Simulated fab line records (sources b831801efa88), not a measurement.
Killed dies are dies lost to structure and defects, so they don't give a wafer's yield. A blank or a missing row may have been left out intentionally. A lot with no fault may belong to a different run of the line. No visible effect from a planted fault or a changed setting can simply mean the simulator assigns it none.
Struck lot and sound lot, side by side | flow sfq line | 13 steps out of a route of 325
Sound: the wafers L414.2, L414.4, L414.6. Struck: wafers L420.1, L420.3, L420.6. The cause is named last.
Order at every step that has rows: each side's tool, ch and its chambers, its first start. Under that, the readings that differ: sound wafers | struck wafers | difference of the means | sigmas: that difference in standard deviations of wafers without a fault.
alike: readings with means less than 2 such deviations apart, plus words and numbers identical on both sides. not compared: withheld readings, readings lacking a value on some wafer, bounds such as >300 that could conceal the same value, and numbers that have no deviation in the record and whose values overlap.
The two part at a step that has a row with sigmas, a row that says differs or no value, or rows on one side only. Non-overlapping numbers with no deviation appear without sigmas and do not part them. A reading that every wafer of one side lacks parts them only if that side has two wafers or more.

SFQ_TRILAYER_I0_VIA_BARC_OPEN_VIA_ETCH_046: etches BARC in O2, target depth 125 nm, time 41.7 s.
  sound on rie diel-01 ch 2,3, day 13 14:52; struck on rie diel-02 ch 0,3, day 16 05:14
  alike: drypump motor current A, oes product au
  not compared: rf hours counter h
SFQ_TRILAYER_I0_VIA_ETCH_VIA_ETCH_034: etches SiO2 in CHF3, stops on Nb, target depth 260 nm.
  sound on rie diel-01 ch 2,3, day 13 14:54; struck on rie diel-02 ch 0,3, day 16 05:16
  alike: drypump motor current A, oes product au
SFQ_TRILAYER_I0_VIA_STRIP_STRIP_035: strips in O2.
  sound on rie metal-03 ch 1, day 13 15:13; struck on rie metal-03 ch 0,1, day 16 05:23
  alike: drypump motor current A, oes product au
  not compared: rf hours counter h
then, 2 steps without rows for these wafers: SFQ_TRILAYER_I0_VIA_STRIP_SOLV_CLEAN_036 (cleans in NMP, time 600 s); SFQ_TRILAYER_M1_DEP_PRE_CLEAN_038 (time 22.5 s).
SFQ_TRILAYER_M1_DEP_SPUTTER_037: material Nb, target thk 200 nm, time 133.3 s.
  sound on pvd sputter-03 at day 13 16:25; struck on pvd sputter-03 at day 16 06:11
  alike: throttle valve pct
SFQ_M1_RS_MEAS_909: measures by four-point-probe.
  sound on film metro-01 at day 13 16:32; struck on film metro-04 at day 16 06:17
  alike: M1_NB_RS
then, 4 steps without rows for these wafers: SFQ_TRILAYER_M1_LITHO_COAT_044 (resist thk 62 nm); SFQ_TRILAYER_M1_LITHO_COAT_039 (resist thk 600 nm); SFQ_TRILAYER_M1_LITHO_SOFTBAKE_043; SFQ_TRILAYER_M1_LITHO_EXPOSE_040 (exposes mask M1, target cd 500 nm).
-- the record jumps here: 6 days lie between the struck wafers' starts before and after --
SFQ_TRILAYER_M1_LITHO_PEB_042: peb time 60 s.
  struck on litho track-03, day 22 16:43; sound on litho track-03 ch 0, day 19 04:34
  no value came back on the struck wafers for chill plate temp C (C), exhaust pa (Pa); on the sound wafers chill plate temp C (C) reads 23.07 22.99 22.99
then, 1 step without rows for these wafers: SFQ_TRILAYER_M1_LITHO_DEVELOP_041 (time 60 s).

WHERE THEY PART
SFQ_TRILAYER_M1_LITHO_PEB_042 only, going by this record.

WHY: the cause the simulator had injected
Entire step skipped (litho track-03, SFQ_TRILAYER_M1_LITHO_PEB_042), from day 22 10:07 onward. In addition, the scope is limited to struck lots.
